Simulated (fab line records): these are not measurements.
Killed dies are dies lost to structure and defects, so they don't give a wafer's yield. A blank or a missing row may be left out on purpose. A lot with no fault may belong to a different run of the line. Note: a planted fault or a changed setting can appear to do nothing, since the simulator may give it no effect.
Check for tools in common :: flow gf180mcu :: Lots sampled 13, wafers sampled 45

== REASON IT WAS OPENED ==
GF_VT_IMPLANT_TW_MEAS_21, reading VT_IMPLANT_2_TW: flagged on 2 of 13 lots. Fault-free wafers read 1204, with a standard deviation of 13.
Rule: flag the lot when none of its wafers has a number, or when each of its wafers that has one lies beyond 4 standard deviations from that mean. The other lots count as sound.

lot: L383
measured: day 6 07:14
on: film-metro-02
VT_IMPLANT_2_TW, wafer by wafer: 1211 1221 1221
flag: 

lot: L384
measured: day 6 12:16
on: film-metro-02
VT_IMPLANT_2_TW, wafer by wafer: 1220 1213 1212
flag: 

lot: L385
measured: day 6 17:18
on: film-metro-03
VT_IMPLANT_2_TW, wafer by wafer: 1190 1197 1188
flag: 

lot: L387
measured: day 7 07:34
on: film-metro-01
VT_IMPLANT_2_TW, wafer by wafer: 1212 1206 1212
flag: 

lot: L391
measured: day 8 08:44
on: film-metro-02
VT_IMPLANT_2_TW, wafer by wafer: 1104 1106 1099 1101 1103 1101
flag: FLAGGED

lot: L394
measured: day 9 04:16
on: film-metro-02
VT_IMPLANT_2_TW, wafer by wafer: 1098 1096 1099 1099 1093 1098
flag: FLAGGED

lot: L398
measured: day 10 04:32
on: film-metro-03
VT_IMPLANT_2_TW, wafer by wafer: 1195 1191 1190
flag: 

lot: L399
measured: day 10 14:18
on: film-metro-02
VT_IMPLANT_2_TW, wafer by wafer: 1209 1217 1209
flag: 

lot: L400
measured: day 10 18:31
on: film-metro-03
VT_IMPLANT_2_TW, wafer by wafer: 1198 1205 1190
flag: 

lot: L401
measured: day 11 02:56
on: film-metro-03
VT_IMPLANT_2_TW, wafer by wafer: 1188 1189 1191
flag: 

lot: L404
measured: day 11 20:14
on: film-metro-03
VT_IMPLANT_2_TW, wafer by wafer: 1189 1188 1192
flag: 

lot: L405
measured: day 12 01:22
on: film-metro-01
VT_IMPLANT_2_TW, wafer by wafer: 1186 1191 1192
flag: 

lot: L406
measured: day 12 07:55
on: film-metro-02
VT_IMPLANT_2_TW, wafer by wafer: 1223 1221 1228
flag: 
On average the flagged lots' numbers are 1100, which is -104 against the usual, or -8 standard deviations.

== EACH LOT AND THE TOOL IT RAN ON ==
The record holds 1 process step before the reading, out of a route of 602 steps. Every cell lists first the tool, next ch and the chambers used by the sampled wafers, and last the start.
lot: L383
flag: 
GF_VT_IMPLANT_IMPLANT_19: implanter-02 ch 0, day 6 06:59

lot: L384
flag: 
GF_VT_IMPLANT_IMPLANT_19: implanter-04 ch 0, day 6 12:04

lot: L385
flag: 
GF_VT_IMPLANT_IMPLANT_19: implanter-02 ch 0, day 6 17:04

lot: L387
flag: 
GF_VT_IMPLANT_IMPLANT_19: implanter-02 ch 0, day 7 07:20

lot: L391
flag: FLAGGED
GF_VT_IMPLANT_IMPLANT_19: implanter-02 ch 0, day 8 08:29

lot: L394
flag: FLAGGED
GF_VT_IMPLANT_IMPLANT_19: implanter-02 ch 0, day 9 04:02

lot: L398
flag: 
GF_VT_IMPLANT_IMPLANT_19: implanter-01 ch 0, day 10 04:17

lot: L399
flag: 
GF_VT_IMPLANT_IMPLANT_19: implanter-04 ch 0, day 10 14:04

lot: L400
flag: 
GF_VT_IMPLANT_IMPLANT_19: implanter-04 ch 0, day 10 18:17

lot: L401
flag: 
GF_VT_IMPLANT_IMPLANT_19: implanter-01 ch 0, day 11 02:42

lot: L404
flag: 
GF_VT_IMPLANT_IMPLANT_19: implanter-02 ch 0, day 11 19:59

lot: L405
flag: 
GF_VT_IMPLANT_IMPLANT_19: implanter-02 ch 0, day 12 01:08

lot: L406
flag: 
GF_VT_IMPLANT_IMPLANT_19: implanter-01 ch 0, day 12 07:40
What the steps here do:
- GF_VT_IMPLANT_IMPLANT_19
- GF_VT_IMPLANT_TW_MEAS_21

== FLAGGED AGAINST TOTAL, ONE TOOL AT A TIME (gauges that did the reading follow at the end) ==
step: GF_VT_IMPLANT_IMPLANT_19
tool: implanter-01
lots run: 3
flagged: 0
share of the flagged lots: none
sound lots run after its first flagged lot: -

step: GF_VT_IMPLANT_IMPLANT_19
tool: implanter-02
lots run: 7
flagged: 2
share of the flagged lots: all
sound lots run after its first flagged lot: 2 (L404,L405)

step: GF_VT_IMPLANT_IMPLANT_19
tool: implanter-04
lots run: 3
flagged: 0
share of the flagged lots: none
sound lots run after its first flagged lot: -

step: GF_VT_IMPLANT_TW_MEAS_21
tool: film-metro-01
lots run: 2
flagged: 0
share of the flagged lots: none
sound lots run after its first flagged lot: -

step: GF_VT_IMPLANT_TW_MEAS_21
tool: film-metro-02
lots run: 6
flagged: 2
share of the flagged lots: all
sound lots run after its first flagged lot: 2 (L399,L406)

step: GF_VT_IMPLANT_TW_MEAS_21
tool: film-metro-03
lots run: 5
flagged: 0
share of the flagged lots: none
sound lots run after its first flagged lot: -

== THE TABLE: WHAT IT ALLOWS ==
In 2 table rows, all flagged lots were run: implanter-02 (GF_VT_IMPLANT_IMPLANT_19), film-metro-02 (GF_VT_IMPLANT_TW_MEAS_21).
- implanter-02 at GF_VT_IMPLANT_IMPLANT_19: 2 of its 7 lots flagged. After the first flagged lot (L404, L405), sound lots still ran on it; a lasting fault on the whole tool would not permit that. Its own readings lie more than 4 standard deviations out on every wafer of the flagged lots: dose-ions-cm2, faraday-current-uA.
- film-metro-02 at GF_VT_IMPLANT_TW_MEAS_21: 2 of its 6 lots flagged. After the first flagged lot (L399, L406), sound lots still ran on it; a lasting fault on the whole tool would not permit that.
None of the table's rows ran every flagged lot and, after the first, no sound lot.

== WHAT THE SIMULATOR HAD INSERTED ==
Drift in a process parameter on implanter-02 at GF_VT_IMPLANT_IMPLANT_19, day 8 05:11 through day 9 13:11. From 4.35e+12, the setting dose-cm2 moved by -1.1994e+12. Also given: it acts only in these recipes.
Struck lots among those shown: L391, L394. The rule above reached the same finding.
